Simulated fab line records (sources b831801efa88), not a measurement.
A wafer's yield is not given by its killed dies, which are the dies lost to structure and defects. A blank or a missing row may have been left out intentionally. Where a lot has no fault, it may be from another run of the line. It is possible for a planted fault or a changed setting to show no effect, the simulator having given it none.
fab line records || flow sky130 || part 2 of 2: steps 43 to 43 of 43
[record] {"lots": 6, "wafers": 18, "last-day": 50}
route steps=708 shown METAL2@495 VIA2@507 METAL3@532 PAD_OPEN@708
lots untouched by any fault: they come from a run of this same line in which no faults occurred
start-h: hours from the record's opening day to when the first of the lot's shown wafers began || wait-h: hours from the lot's prior step to this one || " same as the row above || L1.1+2: a row that stands for several wafers || - either no value or no given start || * or withheld: withheld || < > ~ a bound
route shown NAME@n: names a module that has steps shown in the file, with the first one's number in the route || usual: average and standard deviation across the fault-free wafers || same: alike in all rows || chamber/n: place in a boat || sites: per-site readings || _std_site: standard deviation across them || _edge_site: outer sites' mean less inner sites' || radius-mm: for every site, how far away it sits from the centre of the wafer || mask NAME#n: copy n || behind: the most recent tool/chamber to have shaped the wafer || hold: cause of the lot's hold/its duration in hours/its outcome || device: transistor that didn't switch, given as n, p or np || end of line: tests of these same wafers at the route's end || a step without rows: its recipe alone || killed: not the wafer's yield, but the dies lost to structure and defects at the first sort || map: dies across one wafer; x = killed, . = not, _ = none there
set.NAME: the setting that was run; set.NAME@STEP: the one run at that earlier step || model.NAME: the simulator's own value behind a step, which no gauge read
a table for each step, a row for each wafer; lots at some steps of the route
services: from which hour (start-h, from the record's first day; less than 0 if before it) a tool's chamber was out of use, for how many hours, and why
[[steps]]
[step SKY_PAD_OPEN_PROBE_99]
[usual] {"defect-limited-yield": "82.3/1.8", "killed_at_M0_to_M3": "43/6.9", "killed_at_M4_up": "3.2/1.6", "killed-at-contacts": "25/5.1", "killed-at-front-end": "16/4.5", "killed-at-other": "0.3/0.68", "killed-dies": "87/8.9", "killed-on-rim": "16/3.6", "killed-open": "48/6.9", "killed-short": "39/6.3", "sort_bin_3_pad_short": "0.8/0.4", "sort_bin_5_function": "10.5/1.4", "sort_bin_6_memory": "6.4/1.1", "sort-n-pass": "405/8.9", "sort-yield-pct": "82.3/1.8"}
[same] {"gross-dies": 492, "killed-at-back-side": 0, "sort_bin_4_leakage[%]": 0, "sort_bin_8_speed[%]": 0}
{"lot.wafer": "L521.1", "tool": "prober-01", "chamber": "-", "start-h": 1105.48, "wait-h": 0.1, "defect-limited-yield[%]": 81.9, "killed_at_M0_to_M3": 49, "killed_at_M4_up": 3, "killed-at-contacts": 25, "killed-at-front-end": 11, "killed-at-other": 1, "killed-dies": 89, "killed-on-rim": 18, "killed-open": 55, "killed-short": 34, "sort_bin_3_pad_short[%]": 0.6, "sort_bin_5_function[%]": 9.3, "sort_bin_6_memory[%]": 8.1, "sort-n-pass": 403, "sort-yield-pct[%]": 81.9, "model.etest.tester.sort-n-pass": 403, "model.etest.tester.sort-yield-pct": 81.91, "model.etest.tester.sort_bin_5_pct": 9.35, "model.etest.tester.sort_bin_3_pct": 0.6098}
{"lot.wafer": "L521.3", "tool": "prober-01", "chamber": "-", "start-h": 1105.58, "wait-h": 0.2, "defect-limited-yield[%]": 83.5, "killed_at_M0_to_M3": 33, "killed_at_M4_up": 4, "killed-at-contacts": 22, "killed-at-front-end": 22, "killed-at-other": 0, "killed-dies": 81, "killed-on-rim": 10, "killed-open": 39, "killed-short": 42, "sort_bin_3_pad_short[%]": 1.0, "sort_bin_5_function[%]": 9.6, "sort_bin_6_memory[%]": 5.9, "sort-n-pass": 411, "sort-yield-pct[%]": 83.5, "model.etest.tester.sort-n-pass": 411, "model.etest.tester.sort-yield-pct": 83.54, "model.etest.tester.sort_bin_5_pct": 9.553, "model.etest.tester.sort_bin_3_pct": 1.016}
{"lot.wafer": "L521.4", "tool": "prober-01", "chamber": "-", "start-h": 1105.63, "wait-h": 0.2, "defect-limited-yield[%]": 84.1, "killed_at_M0_to_M3": 35, "killed_at_M4_up": 4, "killed-at-contacts": 25, "killed-at-front-end": 13, "killed-at-other": 1, "killed-dies": 78, "killed-on-rim": 12, "killed-open": 38, "killed-short": 40, "sort_bin_3_pad_short[%]": 1.0, "sort_bin_5_function[%]": 9.1, "sort_bin_6_memory[%]": 5.7, "sort-n-pass": 414, "sort-yield-pct[%]": 84.1, "model.etest.tester.sort-n-pass": 414, "model.etest.tester.sort-yield-pct": 84.15, "model.etest.tester.sort_bin_5_pct": 9.146, "model.etest.tester.sort_bin_3_pct": 1.016}
{"lot.wafer": "L528.4", "tool": "prober-01", "chamber": "-", "start-h": 1141.78, "wait-h": 0.2, "defect-limited-yield[%]": 79.9, "killed_at_M0_to_M3": 47, "killed_at_M4_up": 3, "killed-at-contacts": 30, "killed-at-front-end": 19, "killed-at-other": 0, "killed-dies": 99, "killed-on-rim": 20, "killed-open": 52, "killed-short": 46, "sort_bin_3_pad_short[%]": 1.2, "sort_bin_5_function[%]": 11.8, "sort_bin_6_memory[%]": 7.1, "sort-n-pass": 393, "sort-yield-pct[%]": 79.9, "model.etest.tester.sort-n-pass": 393, "model.etest.tester.sort-yield-pct": 79.88, "model.etest.tester.sort_bin_5_pct": 11.79, "model.etest.tester.sort_bin_3_pct": 1.22}
{"lot.wafer": "L528.5", "tool": "prober-01", "chamber": "-", "start-h": 1141.83, "wait-h": 0.2, "defect-limited-yield[%]": 80.9, "killed_at_M0_to_M3": 54, "killed_at_M4_up": 7, "killed-at-contacts": 24, "killed-at-front-end": 9, "killed-at-other": 0, "killed-dies": 94, "killed-on-rim": 22, "killed-open": 52, "killed-short": 42, "sort_bin_3_pad_short[%]": 0.6, "sort_bin_5_function[%]": 10.2, "sort_bin_6_memory[%]": 8.3, "sort-n-pass": 398, "sort-yield-pct[%]": 80.9, "model.etest.tester.sort-n-pass": 398, "model.etest.tester.sort-yield-pct": 80.89, "model.etest.tester.sort_bin_5_pct": 10.16, "model.etest.tester.sort_bin_3_pct": 0.6098}
{"lot.wafer": "L528.6", "tool": "prober-01", "chamber": "-", "start-h": 1141.88, "wait-h": 0.2, "defect-limited-yield[%]": 77.0, "killed_at_M0_to_M3": 74, "killed_at_M4_up": 1, "killed-at-contacts": 32, "killed-at-front-end": 6, "killed-at-other": 0, "killed-dies": 113, "killed-on-rim": 24, "killed-open": 46, "killed-short": 43, "sort_bin_3_pad_short[%]": 1.6, "sort_bin_5_function[%]": 14.4, "sort_bin_6_memory[%]": 6.9, "sort-n-pass": 379, "sort-yield-pct[%]": 77.0, "model.etest.tester.sort-n-pass": 379, "model.etest.tester.sort-yield-pct": 77.03, "model.etest.tester.sort_bin_5_pct": 14.43, "model.etest.tester.sort_bin_3_pct": 1.626}
{"lot.wafer": "L530.2", "tool": "prober-01", "chamber": "-", "start-h": 1148.69, "wait-h": 0.1, "defect-limited-yield[%]": 77.6, "killed_at_M0_to_M3": 67, "killed_at_M4_up": 1, "killed-at-contacts": 24, "killed-at-front-end": 18, "killed-at-other": 0, "killed-dies": 110, "killed-on-rim": 23, "killed-open": 51, "killed-short": 41, "sort_bin_3_pad_short[%]": 2.0, "sort_bin_5_function[%]": 12.6, "sort_bin_6_memory[%]": 7.7, "sort-n-pass": 382, "sort-yield-pct[%]": 77.6, "model.etest.tester.sort-n-pass": 382, "model.etest.tester.sort-yield-pct": 77.64, "model.etest.tester.sort_bin_5_pct": 12.6, "model.etest.tester.sort_bin_3_pct": 2.033}
{"lot.wafer": "L530.3", "tool": "prober-01", "chamber": "-", "start-h": 1148.74, "wait-h": 0.2, "defect-limited-yield[%]": 81.5, "killed_at_M0_to_M3": 47, "killed_at_M4_up": 4, "killed-at-contacts": 29, "killed-at-front-end": 10, "killed-at-other": 1, "killed-dies": 91, "killed-on-rim": 14, "killed-open": 50, "killed-short": 40, "sort_bin_3_pad_short[%]": 0.8, "sort_bin_5_function[%]": 10.6, "sort_bin_6_memory[%]": 7.1, "sort-n-pass": 401, "sort-yield-pct[%]": 81.5, "model.etest.tester.sort-n-pass": 401, "model.etest.tester.sort-yield-pct": 81.5, "model.etest.tester.sort_bin_5_pct": 10.57, "model.etest.tester.sort_bin_3_pct": 0.813}
{"lot.wafer": "L530.4", "tool": "prober-01", "chamber": "-", "start-h": 1148.79, "wait-h": 0.2, "defect-limited-yield[%]": 80.3, "killed_at_M0_to_M3": 44, "killed_at_M4_up": 5, "killed-at-contacts": 29, "killed-at-front-end": 19, "killed-at-other": 0, "killed-dies": 97, "killed-on-rim": 23, "killed-open": 64, "killed-short": 33, "sort_bin_3_pad_short[%]": 1.0, "sort_bin_5_function[%]": 13.2, "sort_bin_6_memory[%]": 5.5, "sort-n-pass": 395, "sort-yield-pct[%]": 80.3, "model.etest.tester.sort-n-pass": 395, "model.etest.tester.sort-yield-pct": 80.28, "model.etest.tester.sort_bin_5_pct": 13.21, "model.etest.tester.sort_bin_3_pct": 1.016}
{"lot.wafer": "L538.2", "tool": "prober-01", "chamber": "-", "start-h": 1190.94, "wait-h": 0.1, "defect-limited-yield[%]": 81.7, "killed_at_M0_to_M3": 43, "killed_at_M4_up": 3, "killed-at-contacts": 20, "killed-at-front-end": 24, "killed-at-other": 0, "killed-dies": 90, "killed-on-rim": 23, "killed-open": 41, "killed-short": 47, "sort_bin_3_pad_short[%]": 2.0, "sort_bin_5_function[%]": 9.6, "sort_bin_6_memory[%]": 6.7, "sort-n-pass": 402, "sort-yield-pct[%]": 81.7, "model.etest.tester.sort-n-pass": 402, "model.etest.tester.sort-yield-pct": 81.71, "model.etest.tester.sort_bin_5_pct": 9.553, "model.etest.tester.sort_bin_3_pct": 2.033}
{"lot.wafer": "L538.3", "tool": "prober-01", "chamber": "-", "start-h": 1190.99, "wait-h": 0.2, "defect-limited-yield[%]": 81.5, "killed_at_M0_to_M3": 48, "killed_at_M4_up": 4, "killed-at-contacts": 27, "killed-at-front-end": 11, "killed-at-other": 1, "killed-dies": 91, "killed-on-rim": 21, "killed-open": 45, "killed-short": 46, "sort_bin_3_pad_short[%]": 0.6, "sort_bin_5_function[%]": 13.0, "sort_bin_6_memory[%]": 4.9, "sort-n-pass": 401, "sort-yield-pct[%]": 81.5, "model.etest.tester.sort-n-pass": 401, "model.etest.tester.sort-yield-pct": 81.5, "model.etest.tester.sort_bin_5_pct": 13.01, "model.etest.tester.sort_bin_3_pct": 0.6098}
{"lot.wafer": "L538.4", "tool": "prober-01", "chamber": "-", "start-h": 1191.04, "wait-h": 0.2, "defect-limited-yield[%]": 80.5, "killed_at_M0_to_M3": 53, "killed_at_M4_up": 4, "killed-at-contacts": 22, "killed-at-front-end": 17, "killed-at-other": 0, "killed-dies": 96, "killed-on-rim": 20, "killed-open": 51, "killed-short": 45, "sort_bin_3_pad_short[%]": 0.8, "sort_bin_5_function[%]": 11.8, "sort_bin_6_memory[%]": 6.9, "sort-n-pass": 396, "sort-yield-pct[%]": 80.5, "model.etest.tester.sort-n-pass": 396, "model.etest.tester.sort-yield-pct": 80.49, "model.etest.tester.sort_bin_5_pct": 11.79, "model.etest.tester.sort_bin_3_pct": 0.813}
{"lot.wafer": "L539.2", "tool": "prober-02", "chamber": "-", "start-h": 1196.02, "wait-h": 0.1, "defect-limited-yield[%]": 84.6, "killed_at_M0_to_M3": 38, "killed_at_M4_up": 5, "killed-at-contacts": 23, "killed-at-front-end": 10, "killed-at-other": 0, "killed-dies": 76, "killed-on-rim": 13, "killed-open": 43, "killed-short": 33, "sort_bin_3_pad_short[%]": 0.8, "sort_bin_5_function[%]": 8.9, "sort_bin_6_memory[%]": 5.7, "sort-n-pass": 416, "sort-yield-pct[%]": 84.6, "model.etest.tester.sort-n-pass": 416, "model.etest.tester.sort-yield-pct": 84.55, "model.etest.tester.sort_bin_5_pct": 8.943, "model.etest.tester.sort_bin_3_pct": 0.813}
{"lot.wafer": "L539.4", "tool": "prober-02", "chamber": "-", "start-h": 1196.12, "wait-h": 0.2, "defect-limited-yield[%]": 83.1, "killed_at_M0_to_M3": 34, "killed_at_M4_up": 5, "killed-at-contacts": 27, "killed-at-front-end": 17, "killed-at-other": 0, "killed-dies": 83, "killed-on-rim": 18, "killed-open": 48, "killed-short": 35, "sort_bin_3_pad_short[%]": 0.6, "sort_bin_5_function[%]": 11.8, "sort_bin_6_memory[%]": 4.5, "sort-n-pass": 409, "sort-yield-pct[%]": 83.1, "model.etest.tester.sort-n-pass": 409, "model.etest.tester.sort-yield-pct": 83.13, "model.etest.tester.sort_bin_5_pct": 11.79, "model.etest.tester.sort_bin_3_pct": 0.6098}
{"lot.wafer": "L539.6", "tool": "prober-02", "chamber": "-", "start-h": 1196.22, "wait-h": 0.2, "defect-limited-yield[%]": 81.3, "killed_at_M0_to_M3": 50, "killed_at_M4_up": 4, "killed-at-contacts": 25, "killed-at-front-end": 13, "killed-at-other": 0, "killed-dies": 92, "killed-on-rim": 22, "killed-open": 53, "killed-short": 39, "sort_bin_3_pad_short[%]": 0.8, "sort_bin_5_function[%]": 11.2, "sort_bin_6_memory[%]": 6.7, "sort-n-pass": 400, "sort-yield-pct[%]": 81.3, "model.etest.tester.sort-n-pass": 400, "model.etest.tester.sort-yield-pct": 81.3, "model.etest.tester.sort_bin_5_pct": 11.18, "model.etest.tester.sort_bin_3_pct": 0.813}
{"lot.wafer": "L540.1", "tool": "prober-02", "chamber": "-", "start-h": 1204.88, "wait-h": 0.1, "defect-limited-yield[%]": 82.7, "killed_at_M0_to_M3": 55, "killed_at_M4_up": 5, "killed-at-contacts": 16, "killed-at-front-end": 9, "killed-at-other": 0, "killed-dies": 85, "killed-on-rim": 16, "killed-open": 51, "killed-short": 34, "sort_bin_3_pad_short[%]": 0.8, "sort_bin_5_function[%]": 11.2, "sort_bin_6_memory[%]": 5.3, "sort-n-pass": 407, "sort-yield-pct[%]": 82.7, "model.etest.tester.sort-n-pass": 407, "model.etest.tester.sort-yield-pct": 82.72, "model.etest.tester.sort_bin_5_pct": 11.18, "model.etest.tester.sort_bin_3_pct": 0.813}
{"lot.wafer": "L540.4", "tool": "prober-02", "chamber": "-", "start-h": 1205.03, "wait-h": 0.2, "defect-limited-yield[%]": 82.3, "killed_at_M0_to_M3": 52, "killed_at_M4_up": 1, "killed-at-contacts": 23, "killed-at-front-end": 11, "killed-at-other": 0, "killed-dies": 87, "killed-on-rim": 13, "killed-open": 46, "killed-short": 41, "sort_bin_3_pad_short[%]": 0, "sort_bin_5_function[%]": 10.8, "sort_bin_6_memory[%]": 6.9, "sort-n-pass": 405, "sort-yield-pct[%]": 82.3, "model.etest.tester.sort-n-pass": 405, "model.etest.tester.sort-yield-pct": 82.32, "model.etest.tester.sort_bin_5_pct": 10.77, "model.etest.tester.sort_bin_3_pct": 0}
{"lot.wafer": "L540.5", "tool": "prober-02", "chamber": "-", "start-h": 1205.08, "wait-h": 0.2, "defect-limited-yield[%]": 80.1, "killed_at_M0_to_M3": 53, "killed_at_M4_up": 4, "killed-at-contacts": 31, "killed-at-front-end": 9, "killed-at-other": 1, "killed-dies": 98, "killed-on-rim": 24, "killed-open": 55, "killed-short": 43, "sort_bin_3_pad_short[%]": 1.0, "sort_bin_5_function[%]": 11.6, "sort_bin_6_memory[%]": 7.3, "sort-n-pass": 394, "sort-yield-pct[%]": 80.1, "model.etest.tester.sort-n-pass": 394, "model.etest.tester.sort-yield-pct": 80.08, "model.etest.tester.sort_bin_5_pct": 11.59, "model.etest.tester.sort_bin_3_pct": 1.016}
// killed by level:class
L521.1 VIA1:geometric-particle:open=11 VIA3:geometric-particle:open=11 CONTACT:geometric-particle:open=9 LI_CONTACT:geometric-particle:open=7 VIA2:geometric-particle:short=7 LOCAL_INTERCONNECT:geometric-particle:short=6 FIELD_ISO:geometric-particle:open=5 VIA2:geometric-particle:open=5
L521.3 CONTACT:geometric-particle:open=9 VIA1:geometric-particle:open=7 LI_CONTACT:geometric-particle:open=6 FIELD_ISO:geometric-particle:short=5 POLY_GATE:geometric-particle:short=5 CONTACT:geometric-particle:short=5 METAL1:geometric-particle:short=5 POLY_CUT:geometric-particle:open=4
L521.4 CONTACT:geometric-particle:open=9 METAL1:geometric-particle:short=7 POLY_GATE:geometric-particle:short=6 LI_CONTACT:geometric-particle:open=5 LOCAL_INTERCONNECT:geometric-particle:short=5 VIA1:geometric-particle:open=5 CONTACT:geometric-particle:short=4 METAL2:geometric-particle:short=4
L528.4 CONTACT:geometric-particle:open=11 VIA1:geometric-particle:open=11 LOCAL_INTERCONNECT:geometric-particle:short=6 METAL1:geometric-particle:short=6 POLY_GATE:geometric-particle:short=6 VIA1:geometric-particle:short=6 POLY_GATE:geometric-particle:open=5 METAL2:geometric-particle:short=5
L528.5 VIA1:geometric-particle:open=17 METAL1:geometric-particle:short=7 CONTACT:geometric-particle:open=7 CONTACT:geometric-particle:short=6 VIA1:geometric-particle:short=6 METAL2:geometric-particle:short=5 LI_CONTACT:geometric-particle:open=5 VIA2:geometric-particle:open=5
L528.6 VIA2:unspecified=24 CONTACT:geometric-particle:open=13 VIA1:geometric-particle:open=9 LI_CONTACT:geometric-particle:open=8 VIA1:geometric-particle:short=8 VIA2:geometric-particle:open=7 CONTACT:geometric-particle:short=6 METAL2:geometric-particle:short=6
L530.2 VIA2:unspecified=18 VIA1:geometric-particle:open=15 LOCAL_INTERCONNECT:geometric-particle:short=8 VIA2:geometric-particle:open=7 POLY_GATE:geometric-particle:open=6 LI_CONTACT:geometric-particle:open=6 VIA2:geometric-particle:short=6 VIA3:geometric-particle:open=6
L530.3 VIA1:geometric-particle:open=10 CONTACT:geometric-particle:open=9 LI_CONTACT:geometric-particle:open=7 LI_CONTACT:geometric-particle:short=6 VIA2:geometric-particle:open=6 LOCAL_INTERCONNECT:geometric-particle:short=5 VIA3:geometric-particle:open=5 METAL1:geometric-particle:open=5
L530.4 VIA1:geometric-particle:open=12 CONTACT:geometric-particle:open=11 VIA3:geometric-particle:open=9 LI_CONTACT:geometric-particle:open=6 POLY_GATE:geometric-particle:open=5 POLY_GATE:geometric-particle:short=5 VIA2:geometric-particle:open=5 CONTACT:geometric-particle:short=5
L538.2 VIA1:geometric-particle:short=8 VIA1:geometric-particle:open=8 METAL1:geometric-particle:short=7 FIELD_ISO:geometric-particle:open=6 CONTACT:geometric-particle:short=6 VIA3:geometric-particle:open=6 FIELD_ISO:geometric-particle:short=5 LI_CONTACT:geometric-particle:open=5
L538.3 CONTACT:geometric-particle:open=8 VIA1:geometric-particle:open=8 LI_CONTACT:geometric-particle:open=7 VIA3:geometric-particle:short=5 CONTACT:geometric-particle:short=5 VIA2:geometric-particle:short=5 METAL1:geometric-particle:short=5 VIA1:geometric-particle:short=5
L538.4 VIA3:geometric-particle:open=11 VIA1:geometric-particle:open=8 METAL2:geometric-particle:short=7 POLY_GATE:geometric-particle:short=6 CONTACT:geometric-particle:short=6 LI_CONTACT:geometric-particle:open=6 VIA1:geometric-particle:short=6 VIA2:geometric-particle:open=6
L539.2 CONTACT:geometric-particle:open=10 VIA1:geometric-particle:open=7 VIA2:geometric-particle:open=7 METAL1:geometric-particle:short=6 VIA3:geometric-particle:open=6 POLY_GATE:geometric-particle:short=5 LI_CONTACT:geometric-particle:open=5 LOCAL_INTERCONNECT:geometric-particle:short=3
L539.4 CONTACT:geometric-particle:open=12 VIA1:geometric-particle:open=12 LI_CONTACT:geometric-particle:open=7 LOCAL_INTERCONNECT:geometric-particle:short=5 POLY_GATE:geometric-particle:short=4 SPACER:geometric-particle:short=4 METAL3:geometric-particle:short=4 VIA1:geometric-particle:short=3
L539.6 VIA1:geometric-particle:open=14 VIA2:geometric-particle:open=8 CONTACT:geometric-particle:open=7 CONTACT:geometric-particle:short=7 LI_CONTACT:geometric-particle:open=6 METAL3:geometric-particle:short=6 FIELD_ISO:geometric-particle:short=5 POLY_GATE:geometric-particle:open=5
L540.1 VIA2:geometric-particle:open=15 CONTACT:geometric-particle:open=10 METAL1:geometric-particle:short=8 VIA1:geometric-particle:short=8 VIA1:geometric-particle:open=8 METAL4:geometric-particle:short=5 POLY_GATE:geometric-particle:open=4 METAL2:geometric-particle:short=4
L540.4 VIA2:geometric-particle:open=9 VIA1:geometric-particle:open=9 CONTACT:geometric-particle:open=8 LI_CONTACT:geometric-particle:open=7 VIA2:geometric-particle:short=7 VIA1:geometric-particle:short=6 VIA3:geometric-particle:open=6 METAL2:geometric-particle:short=5
L540.5 CONTACT:geometric-particle:open=13 LI_CONTACT:geometric-particle:open=10 VIA2:geometric-particle:open=10 METAL1:geometric-particle:short=8 VIA1:geometric-particle:open=8 METAL2:geometric-particle:short=6 VIA3:geometric-particle:open=6 VIA1:geometric-particle:short=5
// map L528.6 (x killed, . not)
__________.........x_________
________.....x..x...x._______
______........x...x....._____
_____.x........x.....x...____
____.....xx.x...x..x..x...___
___....x.x....x.........x..__
__..x..........xx.x........._
_...x....x.xx...........x....
_....x........x..x.x....x....
_..x.x....x.xx.........x.....
_..........x..xx...xxx.x.x...
_xxxxx.......................
_x.xxx..xx..x...x..x.....x...
_x.x.xxxx..x...............x.
_xxxxxx....x............x....
__xxxxx.........x.....xxxxx._
___xxxxx........x..........__
____xxx...............x.xx___
_____xx.......x...x....x.____
______.xx...x..........._____
________.....x.x......_______
__________...xx....._________
// map L530.2 (x killed, . not)
__________.....xx..._________
________...x..x......._______
______...x..x........x.._____
_____.x.x................____
____..x..x....x..........x___
___....................xx..__
__xx..x....xx..............._
_.....x.x......x.x..xx..x....
_x..x........x..x.........xx.
_....x.................x.x...
_.xx..x......x.......x.xxxxx.
_.......x...........x.....x..
_x..xx...x...x...............
_.x....x...x..xx...........xx
_xxxxx....x....x...x....x..x.
__xxxx.x...........x........_
___xxx...x..........x..x...__
____xx.xxx.....x.....xxx..___
_____x.xx.xx.xxx.........____
______.......xx....x...._____
________x....xxx..x..._______
__________....xx...._________
[[services]]
{"tool": "plasma-asher-02", "chamber": "-", "start-h": 837.47, "hours": 0.3, "kind": "repair"}
{"tool": "rie-diel-01", "chamber": 3, "start-h": 837.56, "hours": 5.5, "kind": "repair"}
{"tool": "cmp-02", "chamber": "-", "start-h": 851.84, "hours": 4.1, "kind": "pm"}
{"tool": "plasma-asher-02", "chamber": "-", "start-h": 862.05, "hours": 0.6, "kind": "repair"}
{"tool": "pvd-sputter-04", "chamber": "-", "start-h": 867.48, "hours": 2.8, "kind": "repair"}
{"tool": "plasma-asher-02", "chamber": "-", "start-h": 867.50, "hours": 2.8, "kind": "pm"}
{"tool": "rie-diel-02", "chamber": 0, "start-h": 904.76, "hours": 2.7, "kind": "repair"}
{"tool": "cmp-02", "chamber": "-", "start-h": 909.76, "hours": 1.3, "kind": "repair"}
{"tool": "cmp-01", "chamber": "-", "start-h": 912.02, "hours": 4.0, "kind": "pm"}
{"tool": "rie-diel-02", "chamber": 0, "start-h": 924.94, "hours": 3.0, "kind": "repair"}
{"tool": "rie-diel-01", "chamber": "-", "start-h": 934.26, "hours": 0.3, "kind": "repair"}
{"tool": "cmp-01", "chamber": "-", "start-h": 936.09, "hours": 4.3, "kind": "pm"}
{"tool": "rie-diel-01", "chamber": 1, "start-h": 936.21, "hours": 2.0, "kind": "repair"}
{"tool": "rie-diel-02", "chamber": 1, "start-h": 948.40, "hours": 8.7, "kind": "repair"}
{"tool": "plasma-asher-02", "chamber": "-", "start-h": 949.75, "hours": 1.8, "kind": "repair"}
{"tool": "hdpcvd-02", "chamber": "-", "start-h": 950.25, "hours": 15.0, "kind": "pm"}
{"tool": "hdpcvd-02", "chamber": 2, "start-h": 951.16, "hours": 10.9, "kind": "repair"}
{"tool": "rie-diel-02", "chamber": 1, "start-h": 959.82, "hours": 18.5, "kind": "repair"}
{"tool": "hdpcvd-01", "chamber": 0, "start-h": 965.73, "hours": 4.9, "kind": "repair"}
{"tool": "hdpcvd-01", "chamber": 2, "start-h": 966.14, "hours": 9.9, "kind": "repair"}
{"tool": "cmp-01", "chamber": "-", "start-h": 972.57, "hours": 1.3, "kind": "repair"}
{"tool": "pvd-sputter-04", "chamber": "-", "start-h": 975.56, "hours": 4.8, "kind": "repair"}
{"tool": "cmp-01", "chamber": "-", "start-h": 985.66, "hours": 0.4, "kind": "repair"}
{"tool": "rie-diel-02", "chamber": 2, "start-h": 996.07, "hours": 5.3, "kind": "repair"}
[[key]]
[first-sign] {"step": "SKY_PAD_OPEN_PROBE_99", "reading": "killed_at_M0_to_M3", "direction": "up", "sigmas": 3.9, "usual": 43, "struck": 70}
effect none on later readings
[model-effect] {"step": "SKY_PAD_OPEN_PROBE_99", "value": "etest.tester.sort-n-pass", "without": 400, "struck": 380.5}
met-at SKY_VIA2_HDPCVD_00
struck-wafers L528.6,L530.2
[fault] {"kind": "chamber-particle-source", "tool": "hdpcvd-01", "chamber": 0, "onset-h": 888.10, "steps": "SKY_VIA2_HDPCVD_00", "rate-per-visit-cm2": 0.63156, "end-h": 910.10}
